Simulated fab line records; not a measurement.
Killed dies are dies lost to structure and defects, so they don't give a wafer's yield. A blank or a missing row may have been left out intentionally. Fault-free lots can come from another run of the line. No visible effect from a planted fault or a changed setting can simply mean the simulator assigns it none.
Chamber matching / flow sfq-line / 3 sister chambers for SFQ_TRILAYER_I1_DEP_PECVD_045 on pecvd-03
The step deposits SiO2 from SiH4/N2O, time 111.11 s, target thk 500 nm. 6 wafers are shown with their chamber, then 7 later ones without.

## WAFERS PAIRED WITH THEIR CHAMBERS
wafer=L196.2; chamber=1; throttle-valve-pct (%)=27.2; showerhead-vpp-V (V)=865
wafer=L197.1; chamber=2; throttle-valve-pct (%)=25.4; showerhead-vpp-V (V)=723
wafer=L197.3; chamber=0; throttle-valve-pct (%)=28.1; showerhead-vpp-V (V)=787
wafer=L197.4; chamber=1; throttle-valve-pct (%)=27.1; showerhead-vpp-V (V)=848
wafer=L206.1; chamber=0; throttle-valve-pct (%)=27.9; showerhead-vpp-V (V)=770
wafer=L206.3; chamber=2; throttle-valve-pct (%)=25.2; showerhead-vpp-V (V)=734

## WAFERS MISSING THEIR CHAMBER
wafer=L206.4; throttle-valve-pct (%)=27.1; showerhead-vpp-V (V)=845
wafer=L211.1; throttle-valve-pct (%)=27.9; showerhead-vpp-V (V)=781
wafer=L211.4; throttle-valve-pct (%)=25.1; showerhead-vpp-V (V)=743
wafer=L211.5; throttle-valve-pct (%)=27.1; showerhead-vpp-V (V)=869
wafer=L212.1; throttle-valve-pct (%)=27.2; showerhead-vpp-V (V)=870
wafer=L212.5; throttle-valve-pct (%)=27.1; showerhead-vpp-V (V)=854
wafer=L212.6; throttle-valve-pct (%)=28.2; showerhead-vpp-V (V)=786

## WHICH CHAMBER EACH WENT THROUGH
wafer=L206.4; from the rows above=1; in truth=1
wafer=L211.1; from the rows above=0; in truth=0
wafer=L211.4; from the rows above=2; in truth=2
wafer=L211.5; from the rows above=1; in truth=1
wafer=L212.1; from the rows above=1; in truth=1
wafer=L212.5; from the rows above=1; in truth=1
wafer=L212.6; from the rows above=0; in truth=0
Correctly placed: 7 of 7. Not placeable from these rows: 0. Number placed wrongly: 0.
How it was worked out, from the rows above alone: a wafer's distance from a chamber is the root of the sum, over the readings, of the square of ((its reading less the chamber's mean) divided by the reading's scatter). If the next closest chamber is less than 2 further off than the closest, the wafer can't be placed; otherwise it belongs to the closest. For every chamber, the mean is computed from those of its wafers that are shown. How the scatter is found: for the shown wafers, subtract from each reading the mean of its chamber, square and add these, divide the total by (wafers less chambers), then take the root.
